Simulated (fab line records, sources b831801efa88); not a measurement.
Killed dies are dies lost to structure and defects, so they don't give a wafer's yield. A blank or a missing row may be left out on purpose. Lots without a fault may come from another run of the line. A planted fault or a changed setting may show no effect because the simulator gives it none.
Which tool did it? | flow gf180mcu | 12 lots, 36 wafers sampled, at 2 steps of a route of 602

WHAT THE GAUGES READ, wafer by wafer
GF_M4_RS_MEAS_05: measures by four-point-probe.
lot  | measured     | on            | M4_ALCU_RS (ohm/sq)
L075 | day 22 21:03 | film_metro-04 | 0.0686 0.0678 0.0680
L077 | day 23 15:50 | film_metro-02 | 0.0704 0.0716 0.0695
L079 | day 24 06:11 | film_metro-02 | 0.0695 0.0697 0.0689
L081 | day 25 00:43 | film_metro-02 | 0.0698 0.0700 0.0699
L083 | day 25 17:23 | film_metro-02 | 0.0707 0.0693 0.0703
L085 | day 26 07:56 | film_metro-02 | 0.0693 0.0690 0.0694
L087 | day 26 21:17 | film_metro-03 | 0.0683 0.0674 0.0684
L089 | day 27 18:46 | film_metro-03 | 0.0694 0.0704 0.0702
L091 | day 28 06:12 | film_metro-04 | 0.0698 0.0697 0.0691
L093 | day 28 21:26 | film_metro-03 | 0.0686 0.0677 0.0689
L095 | day 29 06:17 | film_metro-02 | 0.0686 0.0687 0.0671
L097 | day 29 21:20 | film_metro-04 | 0.0693 0.0698 0.0698

WHICH TOOL RAN EACH LOT (tool, then ch and the chambers of the sampled wafers, then the start)
lot  | GF_V2_SPUTTER_22
L075 | pvd_sputter-04, day 20 18:01
L077 | pvd_sputter-04, day 21 12:43
L079 | pvd_sputter-02, day 22 04:17
L081 | pvd_sputter-01, day 23 00:25
L083 | pvd_sputter-04, day 23 18:19
L085 | pvd_sputter-02, day 24 08:56
L087 | pvd_sputter-02, day 24 22:51
L089 | pvd_sputter-02, day 25 20:33
L091 | pvd_sputter-04, day 26 10:35
L093 | pvd_sputter-04, day 27 02:17
L095 | pvd_sputter-04, day 27 12:01
L097 | pvd_sputter-04, day 28 02:29
- GF_V2_SPUTTER_22: material TiN, target thk 10 nm, time 40 s.

THE ANSWER, worked out from the rows above alone
Rule: what is usual is taken from the lots themselves. Put in order of their means at a reading, lots are off if they are a third of the lots or fewer, leave a main group of 4 or more, and stand apart from it by a gap of 3 or more times the standard deviation of the main group's means; of several such gaps the widest counts. A main group whose means are all the same, to the digits that the tables above print for the reading, isn't used. A lot without any number at a reading at which 4 lots or more have one is off too. The other lots that the step has rows for count as sound.
No lot is off at any reading shown: from this, nothing can be told.

WHAT THE SIMULATOR HAD PUT IN
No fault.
